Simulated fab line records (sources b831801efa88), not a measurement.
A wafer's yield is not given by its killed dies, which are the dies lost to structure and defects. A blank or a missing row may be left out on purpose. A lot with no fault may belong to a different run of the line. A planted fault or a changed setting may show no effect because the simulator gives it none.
fab line records -- flow sky130
record: lots: 7, wafers: 20, last-day: 50
route steps=708 shown METAL4@627 VIA4@639 PAD_OPEN@708
lots with no fault: from the same line, run without faults
start-h: start of the lot's first displayed wafer, in hours after the record's first day -- wait-h: hours from the lot's prior step to this one -- " repeats the value in the row above -- L1.1+2: a single row standing in for several wafers -- - either no value or no given start -- * or withheld: withheld -- < > ~ a bound
route shown NAME@n: NAME is a module with steps in the file, n the number in the route of the first one -- usual: mean/standard deviation of fault-free wafers -- same: alike in all rows -- chamber/n: place in a boat -- sites: each site's reading -- _std_site: their standard deviation -- _edge_site: outer sites' mean less inner sites' -- radius-mm: how far each site lies from the wafer's centre -- mask NAME#n: copy n -- behind: the most recent tool/chamber to have shaped the wafer -- hold: reason for holding the lot/hours on hold/outcome of the hold -- device: the n, p or np transistor that did not switch -- end of line: tests of these same wafers at the route's end -- a step given without rows: its recipe and nothing more -- killed: count of dies lost to structure and defects at first sort (not the wafer's yield) -- map: dies across one wafer; x = killed, . = not, _ = none there
set.NAME: setting as actually run; set.NAME@STEP: the setting as run at that earlier step -- model.NAME: the simulator's own value behind a step, which no gauge read
certain route steps with their lots: each step a table, each wafer a row
services: when a tool's chamber went out of use (start-h, in hours from the record's first day, below 0 if earlier), for how many hours, and the reason
== steps ==
step: SKY_METAL4_PEB_11
recipe: peb-temp-c: withheld, peb-time-s: withheld, resist: KrF-thick
step: SKY_METAL4_DEVELOP_12
recipe: develop-time-s: 60, resist: KrF-thick, dev-temp-c: 21
step: SKY_METAL4_CD_MEAS_13
recipe: target-cd-nm: 300
usual: cd-nm: 299.4/1.3
lot.wafer,tool,chamber,start-h,wait-h,cd-nm
L221.1,cd-sem-01,-,1012.43,-,299.1
L221.2,cd-sem-01,-,1012.43,-,297.8
L221.6,cd-sem-01,-,1012.43,-,298.4
L223.4,cd-sem-02,-,1020.69,-,300.1
L223.5,cd-sem-02,-,1020.69,-,300.7
L223.6,cd-sem-02,-,1020.69,-,299.1
L224.1,cd-sem-02,-,1022.43,-,299.8
L224.4,cd-sem-02,-,1022.43,-,300.9
L225.3,cd-sem-02,-,1026.30,-,299.6
L225.4,cd-sem-02,-,1026.30,-,300.6
L225.6,cd-sem-02,-,1026.30,-,299.1
L234.4,cd-sem-02,-,1080.59,-,297.4
L234.5,cd-sem-02,-,1080.59,-,297.3
L234.6,cd-sem-02,-,1080.59,-,297.3
L236.1,cd-sem-01,-,1102.78,-,298.8
L236.2,cd-sem-01,-,1102.78,-,299.6
L236.4,cd-sem-01,-,1102.78,-,300.3
L239.1,cd-sem-02,-,1113.88,-,301.1
L239.2,cd-sem-02,-,1113.88,-,301.6
L239.3,cd-sem-02,-,1113.88,-,300.5
step: SKY_METAL4_OVL_MEAS_14
usual: METAL4_OVL: -2/6
lot.wafer,tool,chamber,start-h,wait-h,METAL4_OVL[nm]
L221.1,overlay-01,-,1012.55,0.1,4
L221.2,overlay-01,-,1012.55,0.1,-3
L221.6,overlay-01,-,1012.55,0.1,-2
L223.4,overlay-02,-,1020.77,0.1,-5
L223.5,overlay-02,-,1020.77,0.1,-2
L223.6,overlay-02,-,1020.77,0.1,2
L224.1,overlay-02,-,1022.55,0.1,-7
L224.4,overlay-02,-,1022.55,0.1,-11
L225.3,overlay-02,-,1026.39,0.1,-7
L225.4,overlay-02,-,1026.39,0.1,-9
L225.6,overlay-02,-,1026.39,0.1,-2
L234.4,overlay-02,-,1080.67,0.1,4
L234.5,overlay-02,-,1080.67,0.1,13
L234.6,overlay-02,-,1080.67,0.1,11
L236.1,overlay-01,-,1102.90,0.1,-1
L236.2,overlay-01,-,1102.90,0.1,-6
L236.4,overlay-01,-,1102.90,0.1,3
L239.1,overlay-02,-,1114.00,0.1,-7
L239.2,overlay-02,-,1114.00,0.1,2
L239.3,overlay-02,-,1114.00,0.1,-1
step: SKY_METAL4_DESCUM_15
recipe: chemistry: O2, source-power-w: 150, bias-power-w: 0, pressure-mtorr: 10, temp-c: 40, time-s: 8
step: SKY_METAL4_ETCH_16
recipe: chemistry: N2/H2, target: BARC, ion-energy-ev: 200, bias-w: 100, pressure-mtorr: 30, n2-flow-sccm: 100, h2-flow-sccm: 200, icp-w: 500, stop-on: SiO2, time-s: 88.2, target-depth-a: 600
usual: chamber-pressure-mTorr: 29.996/0.026, drypump-motor-current-A: 5.7/0.33, oes-product-au: 0.626/0.005, throttle-valve-pct: 13.205/0.0091
lot.wafer,tool,chamber,start-h,wait-h,chamber-pressure-mTorr,drypump-motor-current-A,oes-product-au,rf-hours-counter-h,throttle-valve-pct
L221.1,rie-metal-04,0,1012.62,0.0,29.970,5.7,0.622,23,13.209
L221.2,rie-metal-04,1,1012.62,0.0,30.018,5.7,0.626,12,13.214
L221.6,rie-metal-04,1,1012.62,0.0,29.965,5.7,0.632,-,13.207
L223.4,rie-metal-01,1,1020.85,0.0,29.974,5.0,0.621,-,13.201
L223.5,rie-metal-01,1,1020.85,0.0,30.032,5.0,0.634,-,13.192
L223.6,rie-metal-01,0,1020.85,0.0,30.004,5.3,0.627,-,13.207
L224.1,rie-metal-02,0,1022.62,0.0,30.019,5.9,0.635,18,13.207
L224.4,rie-metal-02,0,1022.62,0.0,30.020,5.9,0.643,-,13.195
L225.3,rie-metal-04,1,1026.48,0.0,30.015,5.7,0.630,-,13.207
L225.4,rie-metal-04,0,1026.48,0.0,29.966,5.7,0.622,-,13.225
L225.6,rie-metal-04,1,1026.48,0.0,30.028,5.7,0.623,-,13.214
L234.4,rie-metal-01,1,1080.75,0.0,29.994,5.0,0.624,-,13.207
L234.5,rie-metal-01,1,1080.75,0.0,30.008,5.0,0.625,-,13.199
L234.6,rie-metal-01,0,1080.75,0.0,30.002,5.2,0.630,-,13.217
L236.1,rie-metal-01,1,1102.97,0.0,30.057,5.0,0.621,24,13.201
L236.2,rie-metal-01,0,1102.97,0.0,29.986,5.3,0.616,13,13.222
L236.4,rie-metal-01,0,1102.97,0.0,30.029,5.3,0.635,-,13.209
L239.1,rie-metal-02,0,1114.07,0.0,30.011,5.9,0.623,24,13.199
L239.2,rie-metal-02,1,1114.07,0.0,30.027,6.0,0.628,20,13.207
L239.3,rie-metal-02,1,1114.07,0.0,29.942,6.0,0.627,-,13.200
step: SKY_METAL4_ETCH_17
recipe: target: SiO2, stop-on: TiN, chemistry: C4F8/O2/Ar, source-w: 1500, bias-w: 1200, pressure-mtorr: 40, c4f8-flow-sccm: withheld, O2_flow_sccm: 6, Ar_flow_sccm: 300, time-s: 3.9, target-depth-a: 150
usual: chamber-pressure-mTorr: 40.00/0.035, oes-product-au: 0.755/0.007
lot.wafer,tool,chamber,start-h,wait-h,chamber-pressure-mTorr,oes-product-au,rf-hours-counter-h
L221.1,rie-diel-01,3,1012.72,0.1,40.01,0.748,19
L221.2,rie-diel-01,2,1012.72,0.1,39.99,0.751,27
L221.6,rie-diel-01,2,1012.72,0.1,40.01,0.755,-
L223.4,rie-diel-01,3,1020.93,0.0,40.02,0.751,-
L223.5,rie-diel-01,2,1020.93,0.0,39.98,0.769,-
L223.6,rie-diel-01,0,1020.93,0.0,40.04,0.751,-
L224.1,rie-diel-04,0,1022.72,0.1,40.03,0.754,20
L224.4,rie-diel-04,2,1022.72,0.1,40.02,0.763,11
L225.3,rie-diel-01,2,1026.55,0.0,39.99,0.758,27
L225.4,rie-diel-01,3,1026.55,0.0,39.93,0.760,19
L225.6,rie-diel-01,1,1026.55,0.0,40.13,0.748,-
L234.4,rie-diel-01,3,1080.82,0.0,40.03,0.757,21
L234.5,rie-diel-01,1,1080.82,0.0,40.00,0.750,-
L234.6,rie-diel-01,0,1080.82,0.0,39.97,0.756,-
L236.1,rie-diel-01,1,1103.07,0.1,39.98,0.762,3
L236.2,rie-diel-01,0,1103.07,0.1,40.02,0.752,21
L236.4,rie-diel-01,3,1103.07,0.1,40.01,0.759,22
L239.1,rie-diel-04,2,1114.17,0.1,39.99,0.748,14
L239.2,rie-diel-04,3,1114.17,0.1,40.05,0.748,14
L239.3,rie-diel-04,1,1114.17,0.1,40.04,0.752,17
step: SKY_METAL4_METAL_ETCH_18
recipe: target-depth-a: 8450, stop-on: SiO2, over-etch-frac: 0.3, time-s: 183.1, chemistry: Cl2/BCl3, resist-sidewall-deg: 88, pressure-mtorr: 10, icp-w: 900, bias-w: 48.5, Cl2_flow_sccm: 60, bcl3-flow-sccm: 30
usual: chamber-pressure-mTorr: 10.001/0.0087, drypump-motor-current-A: 5.5/0.36, oes-product-au: 0.866/0.0057, throttle-valve-pct: 22.264/0.0095
lot.wafer,tool,chamber,start-h,wait-h,chamber-pressure-mTorr,drypump-motor-current-A,oes-product-au,rf-hours-counter-h,throttle-valve-pct
L221.1,rie-metal-01,0,1012.74,0.0,10.007,5.3,0.867,7,22.254
L221.2,rie-metal-01,1,1012.74,0.0,10.000,5.0,0.876,18,22.261
L221.6,rie-metal-01,1,1012.74,0.0,10.002,5.0,0.876,-,22.267
L223.4,rie-metal-04,0,1020.99,0.1,10.004,5.7,0.871,-,22.254
L223.5,rie-metal-04,0,1020.99,0.1,9.981,5.7,0.863,-,22.271
L223.6,rie-metal-04,1,1020.99,0.1,10.002,5.7,0.867,-,22.279
L224.1,rie-metal-01,1,1022.74,0.0,10.003,5.0,0.869,18,22.261
L224.4,rie-metal-01,1,1022.74,0.0,10.007,5.0,0.870,-,22.261
L225.3,rie-metal-02,0,1026.62,0.1,10.012,5.9,0.866,-,22.273
L225.4,rie-metal-02,1,1026.62,0.1,10.020,6.0,0.862,-,22.261
L225.6,rie-metal-02,0,1026.62,0.1,10.011,5.9,0.864,-,22.261
L234.4,rie-metal-04,1,1081.07,0.2,9.999,5.7,0.868,-,22.261
L234.5,rie-metal-04,1,1081.07,0.2,9.999,5.7,0.868,-,22.253
L234.6,rie-metal-04,1,1081.07,0.2,9.986,5.7,0.858,-,22.276
L236.1,rie-metal-04,1,1103.09,0.0,9.994,5.7,0.866,20,22.261
L236.2,rie-metal-04,0,1103.09,0.0,10.007,5.7,0.864,2,22.257
L236.4,rie-metal-04,1,1103.09,0.0,10.004,5.7,0.869,-,22.278
L239.1,rie-metal-04,1,1114.19,0.0,10.002,5.7,0.877,21,22.274
L239.2,rie-metal-04,0,1114.19,0.0,10.007,5.7,0.857,3,22.256
L239.3,rie-metal-04,1,1114.19,0.0,10.007,5.7,0.867,-,22.270
step: SKY_METAL4_STRIP_19
recipe: chemistry: O2/N2, power-w: 1400, pressure-mtorr: 1500, platen-temp-c: withheld, o2-flow-sccm: 3000, n2-flow-sccm: 300, overash-fraction: 0.5
usual: chamber-pressure-mTorr: 1500.0/1.3, drypump-motor-current-A: 5.5/0.52, oes-product-au: 0.505/0.0053, strip-time-to-endpoint-s: 6.59/0.079
lot.wafer,tool,chamber,start-h,wait-h,chamber-pressure-mTorr,drypump-motor-current-A,oes-product-au,rf-hours-counter-h,strip-time-to-endpoint-s
L221.1,plasma-asher-01,1,1012.91,0.1,1499.3,4.8,0.511,90,6.62
L221.2,plasma-asher-01,0,1012.91,0.1,1500.4,5.0,0.505,90,6.54
L221.6,plasma-asher-01,1,1012.91,0.1,1498.3,4.8,0.505,-,6.58
L223.4,plasma-asher-03,1,1021.15,0.1,1500.3,6.4,0.484,-,6.29
L223.5,plasma-asher-03,0,1021.15,0.1,1500.0,5.4,0.496,-,6.36
L223.6,plasma-asher-03,1,1021.15,0.1,1499.3,6.3,0.505,-,6.58
L224.1,plasma-asher-01,1,1022.91,0.1,1500.8,4.8,0.499,91,6.68
L224.4,plasma-asher-01,0,1022.91,0.1,1501.3,5.0,0.516,-,6.68
L225.3,plasma-asher-03,1,1026.78,0.1,1496.2,6.4,0.509,-,6.70
L225.4,plasma-asher-03,0,1026.78,0.1,1502.0,5.4,0.509,-,6.56
L225.6,plasma-asher-03,0,1026.78,0.1,1499.7,5.4,0.519,-,6.67
L234.4,plasma-asher-04,0,1081.34,0.2,1499.1,5.6,0.506,-,6.57
L234.5,plasma-asher-04,1,1081.34,0.2,1501.4,6.0,0.502,-,6.55
L234.6,plasma-asher-04,0,1081.34,0.2,1498.2,5.6,0.505,-,6.58
L236.1,plasma-asher-01,1,1103.26,0.1,1499.0,4.8,0.500,99,6.59
L236.2,plasma-asher-01,0,1103.26,0.1,1502.5,5.0,0.509,99,6.49
L236.4,plasma-asher-01,0,1103.26,0.1,1501.2,5.0,0.504,-,6.58
L239.1,plasma-asher-04,0,1114.36,0.1,1501.9,5.6,0.503,5,6.57
L239.2,plasma-asher-04,1,1114.36,0.1,1500.4,6.0,0.506,5,6.55
L239.3,plasma-asher-04,1,1114.36,0.1,1499.9,5.9,0.505,-,6.59
step: SKY_METAL4_STRIP_20
recipe: chemistry: post-etch-residue-remover, time-s: 1200, temp-c: 72.5
step: SKY_METAL4_CLEAN_21
recipe: chemistry: IPA, time-s: 180, temp-c: 25
step: SKY_METAL4_CLEAN_22
recipe: chemistry: O3/DIW, dry: n2-spin
step: SKY_VIA4_HDPCVD_00
recipe: material: SiO2, target-thk-nm: 1750, sigma-open-frac: 0.3, time-s: 291.7, temp-c: 400, sih4-flow-sccm: 60, pressure-mtorr: 6
lot.wafer,tool,chamber,start-h,wait-h,model.SiO2_of_VIA4_HDPCVD_00.thk-nm
L221.1,hdpcvd-02,2,1013.54,0.0,1757
L221.2,hdpcvd-02,1,1013.54,0.0,1778
L221.6,hdpcvd-02,0,1013.54,0.0,1754
L223.4,hdpcvd-02,2,1021.84,0.1,2828
L223.5,hdpcvd-02,1,1021.84,0.1,1766
L223.6,hdpcvd-02,0,1021.84,0.1,1732
L224.1,hdpcvd-02,2,1023.55,0.0,2839
L224.4,hdpcvd-02,0,1023.55,0.0,2828
L225.3,hdpcvd-02,2,1027.34,0.0,1737
L225.4,hdpcvd-02,1,1027.34,0.0,2868
L225.6,hdpcvd-02,2,1027.34,0.0,1740
L234.4,hdpcvd-01,0,1081.99,0.1,1763
L234.5,hdpcvd-01,1,1081.99,0.1,1749
L234.6,hdpcvd-01,2,1081.99,0.1,1758
L236.1,hdpcvd-01,1,1103.86,0.0,1738
L236.2,hdpcvd-01,0,1103.86,0.0,1778
L236.4,hdpcvd-01,0,1103.86,0.0,1767
L239.1,hdpcvd-02,1,1114.96,0.0,1762
L239.2,hdpcvd-02,2,1114.96,0.0,1754
L239.3,hdpcvd-02,0,1114.96,0.0,1764
step: SKY_VIA4_THK_MEAS_01
recipe: reads: SiO2_of_VIA4_HDPCVD_00
usual: VIA4_HDPCVD_THK: 1756/16
lot.wafer,tool,chamber,start-h,wait-h,hold,VIA4_HDPCVD_THK[nm]
L221.1,film-metro-01,-,1013.72,0.1,-,1757
L221.2,film-metro-01,-,1013.72,0.1,-,1779
L221.6,film-metro-01,-,1013.72,0.1,-,1754
L223.4,film-metro-02,-,1021.96,0.0,await-dispo/0.2h/release,2828
L223.5,film-metro-02,-,1021.96,0.0,await-dispo/0.2h/release,1767
L223.6,film-metro-02,-,1021.96,0.0,await-dispo/0.2h/release,1732
L223.4,film-metro-02,-,1022.18,0.2,-,2828
L223.5,film-metro-02,-,1022.18,0.2,-,1766
L223.6,film-metro-02,-,1022.18,0.2,-,1733
L224.1,film-metro-03,-,1023.73,0.1,await-dispo/0.2h/release,2841
L224.4,film-metro-03,-,1023.73,0.1,await-dispo/0.2h/release,2827
L224.1,film-metro-03,-,1023.95,0.2,-,2839
L224.4,film-metro-03,-,1023.95,0.2,-,2827
L225.3,film-metro-01,-,1027.54,0.1,await-dispo/0.2h/release,1738
L225.4,film-metro-01,-,1027.54,0.1,await-dispo/0.2h/release,2869
L225.6,film-metro-01,-,1027.54,0.1,await-dispo/0.2h/release,1741
L225.3,film-metro-01,-,1027.77,0.2,-,1738
L225.4,film-metro-01,-,1027.77,0.2,-,2869
L225.6,film-metro-01,-,1027.77,0.2,-,1739
L234.4,film-metro-03,-,1082.11,0.0,-,1762
L234.5,film-metro-03,-,1082.11,0.0,-,1750
L234.6,film-metro-03,-,1082.11,0.0,-,1760
L236.1,film-metro-03,-,1104.03,0.1,-,1738
L236.2,film-metro-03,-,1104.03,0.1,-,1777
L236.4,film-metro-03,-,1104.03,0.1,-,1767
L239.1,film-metro-01,-,1115.13,0.1,-,1761
L239.2,film-metro-01,-,1115.13,0.1,-,1754
L239.3,film-metro-01,-,1115.13,0.1,-,1764
step: SKY_VIA4_CMP_02
recipe: material: SiO2, down-force-psi: 4, platen-rpm: 60, pad-velocity-m-s: 0.94248
usual: motor-current-A: 12.5/1.4, retaining-ring-pressure-frac: 0.999/0.0047
lot.wafer,tool,chamber,start-h,wait-h,hold,motor-current-A,retaining-ring-pressure-frac
L221.1,cmp-02,0,1013.78,0.1,-,12.7,0.996
L221.2,cmp-02,1,1013.78,0.1,-,13.3,0.998
L221.6,cmp-02,1,1013.78,0.1,-,13.2,1.001
L223.4,cmp-02,1,1028.30,6.1,await-dispo/3.5h/release,13.0,1.002
L223.6,cmp-02,0,1028.30,6.1,await-dispo/3.5h/release,11.8,0.998
L223.5,cmp-02,1,1028.30,6.1,await-dispo/3.5h/release,12.2,1.002
L225.3,cmp-01,1,1031.15,3.4,await-dispo/3.3h/release,9.2,1.006
L225.4,cmp-01,3,1031.15,3.4,await-dispo/3.3h/release,12.0,0.992
L225.6,cmp-01,1,1031.15,3.4,await-dispo/3.3h/release,9.0,0.999
L224.4,cmp-01,3,1031.34,7.3,await-dispo/7.3h/release,12.2,0.999
L224.1,cmp-01,0,1031.34,7.3,await-dispo/7.3h/release,13.8,0.997
L234.4,cmp-02,1,1082.14,0.0,-,13.3,0.999
L234.5,cmp-02,1,1082.14,0.0,-,13.0,1.005
L234.6,cmp-02,2,1082.14,0.0,-,12.9,0.997
L236.4,cmp-01,3,1104.14,0.1,-,11.4,1.003
L236.1,cmp-01,0,1104.14,0.1,-,13.3,1.004
L236.2,cmp-01,1,1104.14,0.1,-,8.9,1.000
L239.3,cmp-01,3,1115.24,0.1,-,11.3,1.002
L239.2,cmp-01,0,1115.24,0.1,-,13.6,1.004
L239.1,cmp-01,1,1115.24,0.1,-,8.8,1.001
step: SKY_PAD_OPEN_PROBE_99
usual: defect-limited-yield: 82.8/2.1, killed_at_M0_to_M3: 43/7.7, killed_at_M4_up: 3.1/1.7, killed-at-contacts: 23/4.8, killed-at-front-end: 15/4.5, killed-at-other: 0.3/0.58, killed-dies: 85/10, killed-open: 46/7.5, killed-short: 38/6.5, sort_bin_3_pad_short: 0.8/0.38, sort_bin_5_function: 10.3/1.7, sort_bin_6_memory: 6.1/1.1, sort-n-pass: 407/10, sort-yield-pct: 82.8/2.1
same: gross-dies: 492, killed-at-back-side: 0, sort_bin_4_leakage[%]: 0, sort_bin_8_speed[%]: 0
lot.wafer,tool,chamber,start-h,wait-h,defect-limited-yield[%],killed_at_M0_to_M3,killed_at_M4_up,killed-at-contacts,killed-at-front-end,killed-at-other,killed-dies,killed-open,killed-short,sort_bin_3_pad_short[%],sort_bin_5_function[%],sort_bin_6_memory[%],sort-n-pass,sort-yield-pct[%]
L221.1,prober-01,-,1105.97,0.1,83.7,41,2,29,8,0,80,45,35,0.8,9.1,6.3,412,83.7
L221.2,prober-01,-,1106.02,0.1,84.6,40,2,23,11,0,76,42,33,0.4,9.8,5.3,416,84.6
L221.6,prober-01,-,1106.22,0.2,85.0,40,2,24,8,0,74,38,34,0.4,8.5,6.1,418,85.0
L223.4,prober-02,-,1113.88,0.2,79.7,49,6,27,18,0,100,52,48,1.4,10.4,8.5,392,79.7
L223.5,prober-02,-,1113.93,0.2,80.1,44,4,30,20,0,98,52,46,0.6,13.2,6.1,394,80.1
L223.6,prober-02,-,1113.98,0.2,81.9,46,4,27,12,0,89,51,38,0.8,11.0,6.3,403,81.9
L224.1,prober-01,-,1116.58,0.1,81.9,39,2,31,17,0,89,49,40,0.4,9.6,8.1,403,81.9
L224.4,prober-01,-,1116.73,0.2,81.5,41,3,31,16,0,91,57,34,1.2,11.4,5.9,401,81.5
L225.3,prober-02,-,1116.79,0.2,78.0,56,7,25,20,0,108,71,36,0.6,14.0,7.3,384,78.0
L225.4,prober-02,-,1116.84,0.2,82.1,47,5,26,10,0,88,49,38,0.4,12.2,5.3,404,82.1
L225.6,prober-02,-,1116.94,0.2,84.6,35,1,25,15,0,76,39,35,1.0,8.7,5.7,416,84.6
L234.4,prober-02,-,1164.19,0.2,80.3,52,6,29,8,2,97,49,46,1.0,11.8,6.9,395,80.3
L234.5,prober-02,-,1164.24,0.2,85.2,43,5,10,15,0,73,35,38,0.8,8.7,5.3,419,85.2
L234.6,prober-02,-,1164.29,0.2,79.9,64,4,17,13,1,99,47,52,1.6,10.8,7.7,393,79.9
L236.1,prober-02,-,1182.95,0.1,81.7,44,4,21,20,1,90,50,40,0,12.6,5.7,402,81.7
L236.2,prober-02,-,1183.00,0.1,86.2,34,3,21,10,0,68,37,31,0.2,10.0,3.7,424,86.2
L236.4,prober-02,-,1183.10,0.2,82.1,46,2,22,17,1,88,47,41,1.0,10.4,6.5,404,82.1
L239.1,prober-01,-,1191.35,0.1,86.6,31,2,17,16,0,66,30,36,0,7.9,5.5,426,86.6
L239.3,prober-01,-,1191.45,0.2,85.0,37,2,19,16,0,74,36,38,0.6,8.1,6.3,418,85.0
killed by level:class
L221.1 CONTACT:geometric-particle:open=9 VIA1:geometric-particle:open=8 CONTACT:geometric-particle:short=6 LI_CONTACT:geometric-particle:open=6 VIA3:geometric-particle:open=6 VIA2:geometric-particle:short=6 LOCAL_INTERCONNECT:geometric-particle:short=4 METAL1:geometric-particle:short=4
L221.2 CONTACT:geometric-particle:open=10 METAL2:geometric-particle:short=9 VIA3:geometric-particle:open=6 LI_CONTACT:geometric-particle:open=6 VIA2:geometric-particle:open=6 VIA1:geometric-particle:open=6 VIA1:geometric-particle:short=5 FIELD_ISO:geometric-particle:short=4
L221.6 VIA1:geometric-particle:open=16 LOCAL_INTERCONNECT:geometric-particle:short=7 LI_CONTACT:geometric-particle:open=6 LOCAL_INTERCONNECT:geometric-particle:open=4 METAL1:geometric-particle:short=4 VIA1:geometric-particle:short=4 VIA3:geometric-particle:open=3 LI_CONTACT:geometric-particle:short=3
L223.4 METAL2:geometric-particle:short=10 VIA1:geometric-particle:open=10 CONTACT:geometric-particle:open=9 FIELD_ISO:geometric-particle:short=8 LI_CONTACT:geometric-particle:open=8 VIA2:geometric-particle:open=7 CONTACT:geometric-particle:short=5 METAL1:geometric-particle:short=5
L223.5 CONTACT:geometric-particle:open=13 VIA1:geometric-particle:open=11 METAL2:geometric-particle:short=7 POLY_GATE:geometric-particle:short=6 LOCAL_INTERCONNECT:geometric-particle:short=6 VIA1:geometric-particle:short=6 CONTACT:geometric-particle:short=4 FIELD_ISO:geometric-particle:open=4
L223.6 VIA1:geometric-particle:open=11 CONTACT:geometric-particle:open=10 LI_CONTACT:geometric-particle:open=8 VIA3:geometric-particle:open=6 LI_CONTACT:geometric-particle:short=5 METAL1:geometric-particle:short=5 VIA1:geometric-particle:short=5 POLY_GATE:geometric-particle:open=4
L224.1 CONTACT:geometric-particle:open=11 VIA1:geometric-particle:open=10 CONTACT:geometric-particle:short=9 LI_CONTACT:geometric-particle:open=6 VIA1:geometric-particle:short=6 VIA3:geometric-particle:open=6 FIELD_ISO:geometric-particle:open=4 FIELD_ISO:geometric-particle:short=4
L224.4 VIA1:geometric-particle:open=15 LI_CONTACT:geometric-particle:open=9 CONTACT:geometric-particle:open=8 CONTACT:geometric-particle:short=6 VIA2:geometric-particle:open=6 METAL2:geometric-particle:short=5 FIELD_ISO:geometric-particle:short=4 VIA3:geometric-particle:short=4
L225.3 VIA2:geometric-particle:open=11 CONTACT:geometric-particle:open=10 LI_CONTACT:geometric-particle:open=9 VIA1:geometric-particle:open=9 METAL2:geometric-particle:short=9 VIA3:geometric-particle:open=9 FIELD_ISO:geometric-particle:open=6 POLY_GATE:geometric-particle:open=4
L225.4 CONTACT:geometric-particle:open=13 VIA1:geometric-particle:open=12 METAL2:geometric-particle:short=8 VIA3:geometric-particle:open=6 VIA2:geometric-particle:open=5 CONTACT:geometric-particle:short=4 LOCAL_INTERCONNECT:geometric-particle:short=4 VIA2:geometric-particle:short=4
L225.6 LI_CONTACT:geometric-particle:open=10 VIA1:geometric-particle:open=8 CONTACT:geometric-particle:open=7 METAL2:geometric-particle:short=6 CONTACT:geometric-particle:short=5 METAL1:geometric-particle:short=5 VIA3:geometric-particle:short=5 FIELD_ISO:geometric-particle:short=4
L234.4 VIA1:geometric-particle:open=13 VIA2:geometric-particle:open=10 LI_CONTACT:geometric-particle:short=7 CONTACT:geometric-particle:open=7 METAL2:geometric-particle:short=7 LOCAL_INTERCONNECT:geometric-particle:short=6 METAL1:geometric-particle:short=6 LI_CONTACT:geometric-particle:open=6
L234.5 VIA2:geometric-particle:open=9 METAL1:geometric-particle:short=7 VIA3:geometric-particle:short=7 POLY_GATE:geometric-particle:short=6 CONTACT:geometric-particle:open=5 VIA1:geometric-particle:open=5 VIA3:geometric-particle:open=5 METAL2:geometric-particle:short=4
L234.6 VIA1:geometric-particle:open=12 VIA3:geometric-particle:open=9 VIA1:geometric-particle:short=9 VIA2:geometric-particle:open=9 METAL1:geometric-particle:short=7 METAL2:geometric-particle:short=7 CONTACT:geometric-particle:short=5 LI_CONTACT:geometric-particle:short=4
L236.1 VIA1:geometric-particle:open=12 CONTACT:geometric-particle:open=7 VIA3:geometric-particle:open=7 VIA2:geometric-particle:open=7 METAL1:geometric-particle:short=6 FIELD_ISO:geometric-particle:open=5 POLY_GATE:geometric-particle:short=5 LI_CONTACT:geometric-particle:open=5
L236.2 CONTACT:geometric-particle:open=6 VIA1:geometric-particle:open=6 METAL2:geometric-particle:short=6 LOCAL_INTERCONNECT:geometric-particle:short=5 VIA3:geometric-particle:open=5 LI_CONTACT:geometric-particle:open=4 CONTACT:geometric-particle:short=4 METAL1:geometric-particle:open=4
L236.4 CONTACT:geometric-particle:open=9 LI_CONTACT:geometric-particle:open=8 METAL1:geometric-particle:short=7 VIA1:geometric-particle:open=7 VIA1:geometric-particle:short=6 FIELD_ISO:geometric-particle:open=5 VIA2:geometric-particle:open=5 VIA2:geometric-particle:short=5
L239.1 VIA1:geometric-particle:open=7 LI_CONTACT:geometric-particle:open=6 METAL2:geometric-particle:short=6 METAL1:geometric-particle:short=5 VIA3:geometric-particle:short=5 CONTACT:geometric-particle:open=5 VIA3:geometric-particle:open=4 FIELD_ISO:geometric-particle:short=3
L239.3 CONTACT:geometric-particle:open=6 METAL2:geometric-particle:short=6 FIELD_ISO:geometric-particle:short=5 LI_CONTACT:geometric-particle:open=5 VIA2:geometric-particle:open=5 VIA3:geometric-particle:open=5 FIELD_ISO:geometric-particle:open=4 CONTACT:geometric-particle:short=4
== services ==
tool,chamber,start-h,hours,kind
rie-metal-01,-,990.47,0.1,repair
rie-diel-01,1,992.92,-,clean
rie-diel-01,1,992.92,33.5,scheduled-down
rie-diel-01,1,992.92,33.5,vent-cycle
cmp-02,-,994.94,0.5,repair
rie-metal-04,0,1001.31,3.9,repair
plasma-asher-01,-,1004.45,1.8,repair
cmp-01,-,1012.44,4.8,pm
hdpcvd-01,2,1021.10,5.5,repair
cmp-02,-,1025.75,2.5,repair
hdpcvd-02,-,1040.29,28.0,repair
rie-diel-01,0,1047.13,11.6,repair
plasma-asher-04,-,1055.25,9.0,pm
rie-metal-04,0,1061.22,-,clean
rie-metal-04,0,1061.22,20.0,scheduled-down
rie-metal-04,0,1061.22,20.0,vent-cycle
cmp-02,-,1063.35,1.0,repair
hdpcvd-01,-,1064.11,9.8,repair
hdpcvd-02,-,1073.95,2.8,pm
rie-diel-04,1,1075.58,9.9,repair
cmp-01,-,1084.26,4.0,pm
cmp-01,-,1088.26,-,consumable-replace:conditioner
rie-metal-02,1,1088.59,1.1,repair
rie-metal-04,1,1107.58,4.5,repair
== key ==
first-sign: step: SKY_VIA4_THK_MEAS_01, reading: visit, direction: added
effect: step: SKY_VIA4_THK_MEAS_01, reading: VIA4_HDPCVD_THK, direction: up, sigmas: 66, usual: 1756, struck: 2841
model-effect: step: SKY_VIA4_HDPCVD_00, value: SiO2_of_VIA4_HDPCVD_00.thk-nm, without: 1740, struck: 2841
met-at SKY_VIA4_HDPCVD_00
struck-wafers L223.4,L224.1,L224.4,L225.4
onset-between 1013.54 1021.84
fault: kind: process-parameter-drift, tool: hdpcvd-02, chamber: -, onset-h: 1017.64, steps: SKY_VIA4_HDPCVD_00, channel: target-thk-nm, offset: 1101.1, shape: step, end-h: 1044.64, scope: struck-wafers-only, acts-in: these-recipes-only, stated: 1750
